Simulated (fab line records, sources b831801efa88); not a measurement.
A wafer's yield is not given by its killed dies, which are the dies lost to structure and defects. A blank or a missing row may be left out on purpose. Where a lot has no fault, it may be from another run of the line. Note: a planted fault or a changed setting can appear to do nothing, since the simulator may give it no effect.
fab line records ; flow sky130 ; part 2 of 2: steps 28 to 36 of 36
record lots=5; wafers=15; last_day=49
route steps=708 shown METAL1@446 VIA1@458
lots that met no fault: from a run of the same line without faults
start_h: the number of hours between the record's first day and the start of the first shown wafer of the lot ; wait_h: hours elapsed since this lot's preceding step ; " identical to the entry in the row above ; L1.1+2: one row covering several wafers at once ; - value missing, or start not given ; * or withheld: withheld ; < > ~ a bound
route shown NAME@n: a module of which the file shows steps, and the number in the route of the first ; usual: mean/standard deviation of fault-free wafers ; same: alike in all rows ; chamber/n: place in a boat ; sites: per-site readings ; _std_site: standard deviation across them ; _edge_site: the outer-site mean with the inner-site mean subtracted ; radius_mm: how far each site lies from the wafer's centre ; mask NAME#n: copy n ; behind: the last tool/chamber to shape the wafer ; hold: the reason the lot was held/the length of the hold in hours/how it ended ; device: whichever transistor did not switch (one of n, p or np) ; end of line: the tests these same wafers got at the end of their route ; a step with no rows: only its recipe ; killed: the dies lost at the first sort to structure and to defects; this is not the yield of the wafer ; map: a wafer's dies, marking killed ones x, the rest . and places with no die _
set.NAME: the setting that was run; set.NAME@STEP: the one run at that earlier step ; model.NAME: the simulator's own value behind a step, which no gauge read
lots at some steps of the route; a table a step, a row a wafer
services: when a tool's chamber went out of use (start_h, in hours from the record's first day, below 0 if earlier), for how many hours, and the reason
## steps
# step SKY_VIA1_ETCH_15
# recipe target=SiO2; chemistry=C4F8/O2/Ar; target_depth_nm=351; stop_on=TiN; mask_material=KrF-thick; source_w=1500; bias_w=1200; pressure_mtorr=40; c4f8_flow_sccm=withheld; O2_flow_sccm=6; Ar_flow_sccm=300; time_s=54
# usual oes_product_au=0.982/0.006
lot.wafer;tool;chamber;start_h;wait_h;oes_product_au;rf_hours_counter_h
L075.1;rie_diel-02;1;830.25;0.0;0.981;11
L075.5;rie_diel-02;0;830.25;0.0;0.989;-
L075.6;rie_diel-02;3;830.25;0.0;0.982;-
L077.2;rie_diel-01;0;830.95;0.0;0.985;13
L077.5;rie_diel-01;0;830.95;0.0;0.976;-
L077.6;rie_diel-01;1;830.95;0.0;0.984;-
L076.2;rie_diel-02;2;833.35;0.0;0.982;16
L076.3;rie_diel-02;1;833.35;0.0;0.978;11
L076.5;rie_diel-02;0;833.35;0.0;0.989;-
L078.1;rie_diel-01;2;848.45;0.0;0.988;11
L078.3;rie_diel-01;1;848.45;0.0;0.976;24
L078.4;rie_diel-01;0;848.45;0.0;0.984;14
L089.3;rie_diel-03;0;918.79;0.0;0.991;2
L089.5;rie_diel-03;3;918.79;0.0;0.976;-
L089.6;rie_diel-03;2;918.79;0.0;0.972;-
# step SKY_VIA1_STRIP_16
# recipe chemistry=O2/N2; power_w=1400; pressure_mtorr=1500; platen_temp_c=withheld; o2_flow_sccm=3000; n2_flow_sccm=300; overash_fraction=0.5
# usual drypump_motor_current_A=5.9/0.51; oes_product_au=0.416/0.0045; strip_time_to_endpoint_s=4.461/0.023
lot.wafer;tool;chamber;start_h;wait_h;drypump_motor_current_A;oes_product_au;rf_hours_counter_h;strip_time_to_endpoint_s
L075.1;plasma_asher-03;0;830.30;0.0;6.2;0.413;9;4.490
L075.5;plasma_asher-03;0;830.30;0.0;6.2;0.412;-;4.444
L075.6;plasma_asher-03;1;830.30;0.0;5.6;0.418;-;4.474
L077.2;plasma_asher-03;0;831.00;0.0;6.2;0.412;9;4.452
L077.5;plasma_asher-03;1;831.00;0.0;5.6;0.414;-;4.442
L077.6;plasma_asher-03;0;831.00;0.0;6.2;0.417;-;4.489
L076.2;plasma_asher-04;0;833.40;0.0;5.0;0.414;101;4.474
L076.3;plasma_asher-04;0;833.40;0.0;5.0;0.421;-;4.486
L076.5;plasma_asher-04;1;833.40;0.0;5.9;0.420;-;4.432
L078.1;plasma_asher-02;0;848.50;0.0;6.6;0.404;71;4.454
L078.3;plasma_asher-02;0;848.50;0.0;6.6;0.419;-;4.495
L078.4;plasma_asher-02;1;848.50;0.0;5.7;0.415;-;4.464
L089.3;plasma_asher-03;0;918.87;0.1;6.2;0.424;-;4.452
L089.5;plasma_asher-03;0;918.87;0.1;6.2;0.419;-;4.458
L089.6;plasma_asher-03;1;918.87;0.1;5.6;0.417;-;4.476
# step SKY_VIA1_STRIP_17
# recipe chemistry=post_etch_residue_remover; time_s=1200; temp_c=72.5
# usual bath_heat_duty_pct=15.1/1.7
lot.wafer;tool;chamber;start_h;wait_h;bath_heat_duty_pct
L075.1;wet_bench-04;2;830.40;0.1;16.8
L075.5;wet_bench-04;2;830.40;0.1;16.3
L075.6;wet_bench-04;2;830.40;0.1;17.5
L077.2;wet_bench-02;2;831.10;0.1;13.0
L077.5;wet_bench-02;2;831.10;0.1;13.5
L077.6;wet_bench-02;2;831.10;0.1;12.8
L076.2;wet_bench-03;0;833.50;0.1;16.0
L076.3;wet_bench-03;0;833.50;0.1;15.9
L076.5;wet_bench-03;0;833.50;0.1;16.0
L078.1;wet_bench-03;3;848.60;0.1;15.1
L078.3;wet_bench-03;3;848.60;0.1;14.5
L078.4;wet_bench-03;3;848.60;0.1;14.1
L089.3;wet_bench-03;3;918.94;0.0;13.9
L089.5;wet_bench-03;3;918.94;0.0;14.2
L089.6;wet_bench-03;3;918.94;0.0;14.3
# step SKY_VIA1_CLEAN_18
# recipe chemistry=IPA; time_s=180; temp_c=25
# usual bath_heat_duty_pct=6.8/0.81
lot.wafer;tool;chamber;start_h;wait_h;bath_heat_duty_pct
L075.1;wet_bench-04;0;830.77;0.0;6.0
L075.5;wet_bench-04;0;830.77;0.0;5.3
L075.6;wet_bench-04;0;830.77;0.0;5.5
L077.2;wet_bench-04;1;831.44;0.0;5.9
L077.5;wet_bench-04;1;831.44;0.0;5.9
L077.6;wet_bench-04;1;831.44;0.0;5.9
L076.2;wet_bench-04;2;833.84;0.0;7.7
L076.3;wet_bench-04;2;833.84;0.0;6.3
L076.5;wet_bench-04;2;833.84;0.0;7.1
L078.1;wet_bench-04;3;848.94;0.0;6.2
L078.3;wet_bench-04;3;848.94;0.0;5.5
L078.4;wet_bench-04;3;848.94;0.0;6.5
L089.3;wet_bench-03;2;919.28;0.0;6.9
L089.5;wet_bench-03;2;919.28;0.0;7.4
L089.6;wet_bench-03;2;919.28;0.0;7.7
# step SKY_VIA1_CLEAN_19
# recipe chemistry=O3/DIW; dry=n2_spin
lot.wafer;tool;chamber;start_h;wait_h
L075.1+5+6;wet_bench-04;3;830.83;0.0
L077.2+5+6;wet_bench-03;1;831.50;0.0
L076.2+3+5;wet_bench-03;0;833.90;0.0
L078.1+3+4;wet_bench-02;1;849.01;0.0
L089.3+5+6;wet_bench-03;0;919.34;0.0
# step SKY_VIA1_SPUTTER_20
# recipe material=TiN; target_thk_nm=20; chamber_pressure_pa=5; power_w=4000; time_s=80
# usual chamber_pressure_pa=5.001/0.01; throttle_valve_pct=29.7/1.1
lot.wafer;tool;chamber;start_h;wait_h;chamber_pressure_pa;throttle_valve_pct
L075.1;pvd_sputter-04;-;830.92;0.0;5.003;28.9
L075.5;pvd_sputter-04;-;830.92;0.0;5.007;29.6
L075.6;pvd_sputter-04;-;830.92;0.0;5.016;30.3
L077.2;pvd_sputter-04;-;831.59;0.0;5.020;29.3
L077.5;pvd_sputter-04;-;831.59;0.0;4.983;29.2
L077.6;pvd_sputter-04;-;831.59;0.0;4.994;27.4
L076.2;pvd_sputter-01;-;834.00;0.0;5.014;29.3
L076.3;pvd_sputter-01;-;834.00;0.0;4.995;30.4
L076.5;pvd_sputter-01;-;834.00;0.0;5.000;30.1
L078.1;pvd_sputter-04;-;849.10;0.0;4.997;28.9
L078.3;pvd_sputter-04;-;849.10;0.0;5.007;27.4
L078.4;pvd_sputter-04;-;849.10;0.0;4.996;29.2
L089.3;pvd_sputter-02;-;919.43;0.0;5.001;29.1
L089.5;pvd_sputter-02;-;919.43;0.0;4.999;29.2
L089.6;pvd_sputter-02;-;919.43;0.0;4.998;30.0
# step SKY_VIA1_CVD_21
# recipe material=W; target_thk_nm=270; time_s=80.902; temp_c=400; pressure_torr=40
# usual heater_power_w=812/40
lot.wafer;tool;chamber;start_h;wait_h;heater_power_w
L075.1;cvd_w-01;0;830.99;0.0;832
L075.5;cvd_w-01;1;830.99;0.0;749
L075.6;cvd_w-01;0;830.99;0.0;827
L077.2;cvd_w-01;1;831.65;0.0;772
L077.5;cvd_w-01;1;831.65;0.0;760
L077.6;cvd_w-01;0;831.65;0.0;825
L076.2;cvd_w-02;0;834.06;0.0;842
L076.3;cvd_w-02;1;834.06;0.0;847
L076.5;cvd_w-02;1;834.06;0.0;874
L078.1;cvd_w-02;0;849.16;0.0;827
L078.3;cvd_w-02;0;849.16;0.0;873
L078.4;cvd_w-02;1;849.16;0.0;879
L089.3;cvd_w-02;0;919.52;0.1;796
L089.5;cvd_w-02;1;919.52;0.1;816
L089.6;cvd_w-02;0;919.52;0.1;795
# step SKY_VIA1_RS_MEAS_22
# recipe thk_meas_gauge=four-point-probe; reads=W_of_VIA1_CVD_21+TiN_of_VIA1_SPUTTER_20
# usual VIA1_W_RS=0.427/0.005
lot.wafer;tool;chamber;start_h;wait_h;VIA1_W_RS[ohm/sq]
L075.1;film_metro-01;-;831.08;0.1;0.425
L075.5;film_metro-01;-;831.08;0.1;0.419
L075.6;film_metro-01;-;831.08;0.1;0.423
L077.2;film_metro-03;-;831.77;0.1;0.425
L077.5;film_metro-03;-;831.77;0.1;0.426
L077.6;film_metro-03;-;831.77;0.1;0.427
L076.2;film_metro-01;-;834.17;0.1;0.425
L076.3;film_metro-01;-;834.17;0.1;0.430
L076.5;film_metro-01;-;834.17;0.1;0.424
L078.1;film_metro-02;-;849.25;0.1;0.430
L078.3;film_metro-02;-;849.25;0.1;0.424
L078.4;film_metro-02;-;849.25;0.1;0.427
L089.3;film_metro-01;-;919.62;0.1;0.426
L089.5;film_metro-01;-;919.62;0.1;0.430
L089.6;film_metro-01;-;919.62;0.1;0.437
# step SKY_VIA1_THK_MEAS_23
# recipe thk_meas_gauge=xrf; reads=W_of_VIA1_CVD_21
# usual VIA1_W_THK=268/3.5
lot.wafer;tool;chamber;start_h;wait_h;VIA1_W_THK[nm]
L075.1;film_metro-01;-;831.20;0.1;271
L075.5;film_metro-01;-;831.20;0.1;275
L075.6;film_metro-01;-;831.20;0.1;269
L077.2;film_metro-03;-;831.88;0.1;270
L077.5;film_metro-03;-;831.88;0.1;269
L077.6;film_metro-03;-;831.88;0.1;271
L076.2;film_metro-01;-;834.28;0.1;271
L076.3;film_metro-01;-;834.28;0.1;268
L076.5;film_metro-01;-;834.28;0.1;270
L078.1;film_metro-02;-;849.37;0.1;264
L078.3;film_metro-02;-;849.37;0.1;266
L078.4;film_metro-02;-;849.37;0.1;266
L089.3;film_metro-01;-;919.72;0.1;271
L089.5;film_metro-01;-;919.72;0.1;268
L089.6;film_metro-01;-;919.72;0.1;266
## services
tool;chamber;start_h;hours;kind
krf_scanner-01;-;769.71;1.3;pm
krf_scanner-01;-;774.45;1.0;pm
krf_scanner-01;-;775.45;3.6;pm
cmp-01;-;785.61;3.7;pm
rie_diel-01;2;788.28;7.8;repair
rie_diel-02;3;792.01;9.5;repair
rie_diel-02;0;794.33;16.4;repair
krf_scanner-02;-;796.57;7.2;pm
plasma_asher-03;-;808.35;2.8;pm
wet_bench-04;-;811.67;2.7;repair
krf_scanner-01;-;812.63;11.0;repair
rie_metal-02;1;815.48;4.7;repair
wet_bench-03;-;826.13;3.1;repair
krf_scanner-01;-;842.21;0.8;pm
rie_metal-04;-;843.76;1.0;repair
krf_scanner-02;-;847.86;1.0;pm
plasma_asher-03;-;860.22;2.6;repair
rie_diel-01;-;861.14;2.8;pm
krf_scanner-01;-;886.38;9.2;repair
krf_scanner-02;-;895.56;0.8;pm
krf_scanner-02;-;901.58;0.6;repair
krf_scanner-02;-;903.82;1.3;pm
rie_diel-02;2;904.48;11.3;repair
krf_scanner-02;-;905.27;2.4;repair
